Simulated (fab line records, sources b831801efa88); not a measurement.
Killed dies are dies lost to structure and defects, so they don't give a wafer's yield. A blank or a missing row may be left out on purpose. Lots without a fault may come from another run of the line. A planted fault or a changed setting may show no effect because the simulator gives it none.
fab line records | flow gf180mcu
record lots=7 wafers=21 last_day=34
route steps=602 shown V5@546
lots that met no fault: from a run of the same line without faults
start_h: hours from the record's first day to the start of the lot's first wafer shown | wait_h: hours since the lot's step before | " the same as in the row above | L1.1+2: a row that stands for several wafers | - no value, or no start given | * or withheld: withheld | < > ~ a bound
route shown NAME@n: a module of which the file shows steps, and the number in the route of the first | usual: mean/standard deviation of fault-free wafers | same: alike in all rows | chamber/n: place in a boat | sites: the reading at each site | _std_site: their standard deviation | _edge_site: outer sites' mean less inner sites' | radius_mm: how far each site lies from the wafer's centre | mask NAME#n: copy n | behind: the tool/chamber that last shaped the wafer | hold: why the lot was held/for how many hours/how that ended | device: the transistor (n, p or np) that didn't switch | end of line: the same wafers' tests at the end of the route | a step without rows: its recipe alone | killed: dies lost to structure and defects at the first sort, not the wafer's yield | map: a wafer's dies, x killed, . not, _ none there
set.NAME: the setting as run; set.NAME@STEP: as run at that earlier step | model.NAME: the simulator's own value behind a step, which no gauge read
lots at some steps of the route; a table a step, a row a wafer
services: from which hour (start_h, from the record's first day; less than 0 if before it) a tool's chamber was out of use, for how many hours, and why
## steps
# step GF_V5_DEHYDRATE_06
# recipe temp_c=200 time_s=60
# step GF_V5_HMDS_07
# recipe prime_time_s=60 prime_temp_c=120
# step GF_V5_COAT_08
# recipe resist=BARC temp_c=withheld time_s=withheld spin_rpm=withheld resist_thk_nm=withheld
# step GF_V5_COAT_09
# recipe resist=KrF spin_rpm=withheld resist_thk_nm=1000
# step GF_V5_SOFTBAKE_10
# recipe temp_c=130 time_s=62.88 resist=KrF
# usual chill_plate_temp_C=22.99/0.11 plate_sensor_t_centre_C=131.01/0.011 plate_sensor_t_edge_C=131.21/0.01 softbake_temp_c=129.98/0.13
# columns lot.wafer tool chamber start_h wait_h chill_plate_temp_C plate_sensor_t_centre_C plate_sensor_t_edge_C softbake_temp_c
L402.1 litho_track-01 0 - - 23.05 131.02 131.2 129.87
L402.2 " 0 " " 22.94 131.01 131.21 129.84
L402.4 " 0 " " 23.03 131.01 131.22 129.91
L405.1 litho_track-01 0 - - 23.07 131.01 131.2 129.80
L405.5 " 0 " " 23.13 131.01 131.21 129.97
L405.6 " 0 " " 23.05 131.01 131.2 129.89
L409.2 litho_track-03 0 - - 23.09 131.02 131.22 129.95
L409.4 " 0 " " 23.06 130.99 131.2 129.99
L409.5 " 0 " " 23.02 131.03 131.2 130.04
L410.1 litho_track-03 0 - - 23.03 131.01 131.21 129.88
L410.2 " 0 " " 22.85 131.01 131.21 130.03
L410.3 " 0 " " 22.94 131.02 131.22 130.05
L411.1 litho_track-01 0 - - 22.90 131.01 131.22 129.96
L411.2 " 0 " " 23.00 131.01 131.21 129.88
L411.6 " 0 " " 22.97 131.02 131.21 129.88
L421.1 litho_track-01 0 - - 23.15 131 131.2 129.92
L421.2 " 0 " " 22.93 131.03 131.19 129.82
L421.6 " 0 " " 23.04 131 131.21 129.77
L423.1 litho_track-02 0 - - 22.80 131.01 131.2 130.16
L423.4 " 0 " " 23.01 131.03 131.22 130.23
L423.6 " 0 " " 22.94 131.01 131.22 130.05
# step GF_V5_EXPOSE_11
# recipe mask_id=Via5 target_cd_nm=260 na=0.68 source_shape=conventional sigma_outer=0.6 dose_mj=38
# step GF_V5_PEB_12
# recipe peb_temp_c=135 peb_time_s=90 resist=KrF
# step GF_V5_DEVELOP_13
# recipe develop_time_s=60 resist=KrF dev_temp_c=21
# step GF_V5_CD_MEAS_14
# recipe target_cd_nm=260
# usual cd_nm=260.2/1.1
# columns lot.wafer tool chamber start_h wait_h cd_nm
L402.1 cd_sem-02 - 639.82 0.1 258.3
L402.2 " - " " 258.7
L402.4 " - " " 258.6
L405.1 cd_sem-02 - 663.32 0.1 261.8
L405.5 " - " " 262.2
L405.6 " - " " 262.0
L409.2 cd_sem-01 - 708.24 0.1 259.5
L409.4 " - " " 260.4
L409.5 " - " " 258.6
L410.1 cd_sem-01 - 708.92 0.1 259.8
L410.2 " - " " 259.6
L410.3 " - " " 260.2
L411.1 cd_sem-01 - 720.92 0.1 260.9
L411.2 " - " " 261.8
L411.6 " - " " 260.7
L421.1 cd_sem-01 - 769.92 0.1 261.4
L421.2 " - " " 260.7
L421.6 " - " " 262.2
L423.1 cd_sem-02 - 781.41 0.1 260.2
L423.4 " - " " 259.1
L423.6 " - " " 259.7
# step GF_V5_OVL_MEAS_15
# usual V5_OVL=-1/6.2
# columns lot.wafer tool chamber start_h wait_h V5_OVL[nm]
L402.1 overlay-02 - 639.94 0.1 -10
L402.2 " - " " -13
L402.4 " - " " -16
L405.1 overlay-02 - 663.44 0.1 -2
L405.5 " - " " 0
L405.6 " - " " -1
L409.2 overlay-02 - 708.34 0.1 -1
L409.4 " - " " 7
L409.5 " - " " 0
L410.1 overlay-02 - 709.04 0.1 -5
L410.2 " - " " 1
L410.3 " - " " -6
L411.1 overlay-02 - 721.04 0.1 -5
L411.2 " - " " 2
L411.6 " - " " 6
L421.1 overlay-01 - 770.04 0.1 -1
L421.2 " - " " 2
L421.6 " - " " 1
L423.1 overlay-02 - 781.53 0.1 -4
L423.4 " - " " -4
L423.6 " - " " -6
# step GF_V5_ETCH_16
# recipe chemistry=N2/H2 target_depth_a=withheld overetch_a=withheld time_s=withheld target=BARC ion_energy_ev=200 source_w=500 bias_w=100 pressure_mtorr=30 n2_flow_sccm=100 h2_flow_sccm=200
# usual drypump_motor_current_A=5.7/0.56 n2_flow_sccm=99.99/0.27 oes_product_au=0.854/0.0049 throttle_valve_pct=13.225/0.0093
# columns lot.wafer tool chamber start_h wait_h drypump_motor_current_A n2_flow_sccm oes_product_au throttle_valve_pct
L402.1 rie_diel-02 1 639.97 0.0 5.0 100.32 0.849 13.229
L402.2 " 3 " " 5.2 100.41 0.859 13.220
L402.4 " 0 " " 6.5 100.02 0.856 13.232
L405.1 rie_diel-03 0 663.47 0.0 6.0 100.14 0.853 13.212
L405.5 " 0 " " 6.1 100.26 0.854 13.221
L405.6 " 1 " " 6.2 99.92 0.865 13.234
L409.2 rie_diel-03 3 708.37 0.0 4.9 100.01 0.848 13.245
L409.4 " 1 " " 6.2 100.38 0.847 13.233
L409.5 " 0 " " 6.1 99.91 0.850 13.225
L410.1 rie_diel-04 2 709.07 0.0 5.6 99.82 0.861 13.221
L410.2 " 0 " " 5.7 100.14 0.856 13.228
L410.3 " 3 " " 6.0 99.88 0.859 13.218
L411.1 rie_diel-04 3 721.08 0.0 5.9 99.97 0.860 13.233
L411.2 " 1 " " 6.7 99.57 0.859 13.215
L411.6 " 1 " " 6.7 100.07 0.862 13.235
L421.1 rie_diel-03 2 770.07 0.0 5.7 100.12 0.851 13.239
L421.2 " 3 " " 4.8 100.08 0.851 13.217
L421.6 " 2 " " 5.7 99.79 0.853 13.219
L423.1 rie_diel-04 1 781.57 0.0 6.7 99.77 0.852 13.232
L423.4 " 2 " " 5.6 100.38 0.849 13.222
L423.6 " 3 " " 5.9 99.46 0.855 13.224
# step GF_V5_ETCH_17
# recipe chemistry=C4F8/O2/Ar mask_material=KrF target=SiO2 stop_on=TiN source_w=1500 bias_w=1200 pressure_mtorr=40 c4f8_flow_sccm=withheld O2_flow_sccm=6 Ar_flow_sccm=300 time_s=withheld target_depth_a=8550
# usual oes_product_au=0.859/0.0045
# columns lot.wafer tool chamber start_h wait_h oes_product_au
L402.1 rie_diel-02 1 - - 0.861
L402.2 " 3 " " 0.860
L402.4 " 0 " " 0.858
L405.1 rie_diel-03 0 - - 0.863
L405.5 " 0 " " 0.856
L405.6 " 1 " " 0.857
L409.2 rie_diel-03 3 - - 0.858
L409.4 " 1 " " 0.855
L409.5 " 0 " " 0.855
L410.1 rie_diel-04 2 - - 0.854
L410.2 " 0 " " 0.858
L410.3 " 3 " " 0.857
L411.1 rie_diel-04 3 - - 0.859
L411.2 " 1 " " 0.858
L411.6 " 1 " " 0.853
L421.1 rie_diel-03 2 - - 0.855
L421.2 " 3 " " 0.853
L421.6 " 2 " " 0.865
L423.1 rie_diel-04 1 - - 0.858
L423.4 " 2 " " 0.858
L423.6 " 3 " " 0.858
# step GF_V5_STRIP_18
# recipe chemistry=O2/N2 power_w=1400 pressure_mtorr=1500 platen_temp_c=250 o2_flow_sccm=3000 n2_flow_sccm=300 overash_fraction=0.5
# usual chamber_pressure_mTorr=1499.8/1.4 drypump_motor_current_A=5.9/0.43 heater_power_w=360/21 n2_flow_sccm=299.9/0.86 oes_product_au=0.568/0.0053
# columns lot.wafer tool chamber start_h wait_h chamber_pressure_mTorr drypump_motor_current_A heater_power_w n2_flow_sccm oes_product_au rf_hours_counter_h
L402.1 plasma_asher-02 1 640.13 - 1501.6 6.1 351 300.1 0.578 54
L402.2 " 0 " " 1497.0 5.2 360 299.0 0.567 54
L402.4 " 1 " " 1500.5 6.1 355 298.7 0.571 -
L405.1 plasma_asher-03 0 663.63 - 1501.6 6.2 314 299.1 0.570 90
L405.5 " 1 " " 1499.8 6.2 351 299.5 0.570 -
L405.6 " 0 " " 1500.4 6.2 319 299.7 0.567 -
L409.2 plasma_asher-01 0 708.53 - - - - - - -
L409.4 " 1 " " - - - - - -
L409.5 " 0 " " - - - - - -
L410.1 plasma_asher-02 1 709.23 - - - - - - -
L410.2 " 0 " " - - - - - -
L410.3 " 1 " " - - - - - -
L411.1 plasma_asher-01 1 721.23 - - - - - - -
L411.2 " 0 " " - - - - - -
L411.6 " 0 " " - - - - - -
L421.1 plasma_asher-01 0 770.23 - 1500.9 6.5 384 299.8 0.568 35
L421.2 " 1 " " 1500.0 5.6 367 298.6 0.567 35
L421.6 " 1 " " 1500.0 5.6 365 299.3 0.565 -
L423.1 plasma_asher-01 0 781.72 - 1499.6 6.5 394 299.5 0.574 36
L423.4 " 0 " " 1498.1 6.5 396 299.8 0.563 -
L423.6 " 1 " " 1499.2 5.7 371 301.0 0.567 -
# step GF_V5_STRIP_19
# recipe chemistry=post_etch_residue_remover time_s=1200 temp_c=72.5
## services
# columns tool chamber start_h hours kind
plasma_asher-03 - 614.87 2.1 repair
rie_diel-04 2 621.38 - clean
rie_diel-04 2 621.38 22.9 scheduled_down
rie_diel-04 2 621.38 22.9 vent_cycle
rie_diel-03 - 627.29 0.5 repair
rie_diel-03 - 631.70 14.6 pm
rie_diel-02 - 632.01 2.8 pm
rie_diel-02 0 634.97 1.2 repair
plasma_asher-03 - 647.54 4.5 repair
rie_diel-04 3 658.81 - clean
rie_diel-04 3 658.81 15.3 scheduled_down
rie_diel-04 3 658.81 15.3 vent_cycle
rie_diel-03 0 667.49 10.1 repair
rie_diel-02 2 677.90 - clean
rie_diel-02 2 677.90 13.3 scheduled_down
rie_diel-03 0 692.28 12.9 repair
rie_diel-04 1 698.01 10.7 repair
plasma_asher-03 - 709.34 2.8 pm
rie_diel-02 - 710.42 2.3 repair
rie_diel-03 - 714.20 2.8 pm
plasma_asher-02 - 721.54 28.1 pm
rie_diel-04 1 731.96 6.5 repair
rie_diel-03 - 742.04 0.3 repair
rie_diel-04 - 757.73 2.8 pm
## key
first_sign step=GF_V5_STRIP_18 reading=tool_record direction=missing
effect none on later readings
met_at GF_V5_STRIP_18
struck_wafers L409.2,L409.4,L409.5,L410.1,L410.2,L410.3,L411.1,L411.2,L411.6
later_rows_left_out L409.2,L409.4,L409.5,L410.1,L410.2,L410.3,L411.1,L411.2,L411.6
sort_left_out L409.2,L409.4,L409.5,L410.1,L410.2,L410.3,L411.1,L411.2,L411.6
onset_between 640.13 708.53
fault kind=skipped_step_whole tool=plasma_asher-01,plasma_asher-02 chamber=- onset_h=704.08 steps=GF_V5_STRIP_18 scope=struck_lots_only
# sort_left_out: the simulated sort isn't trusted on such a fault, so these wafers' sort isn't shown, and their yield isn't known
# later_rows_left_out: the simulator's readings of these wafers behind a module that went badly wrong aren't trusted and aren't shown, but for the sort
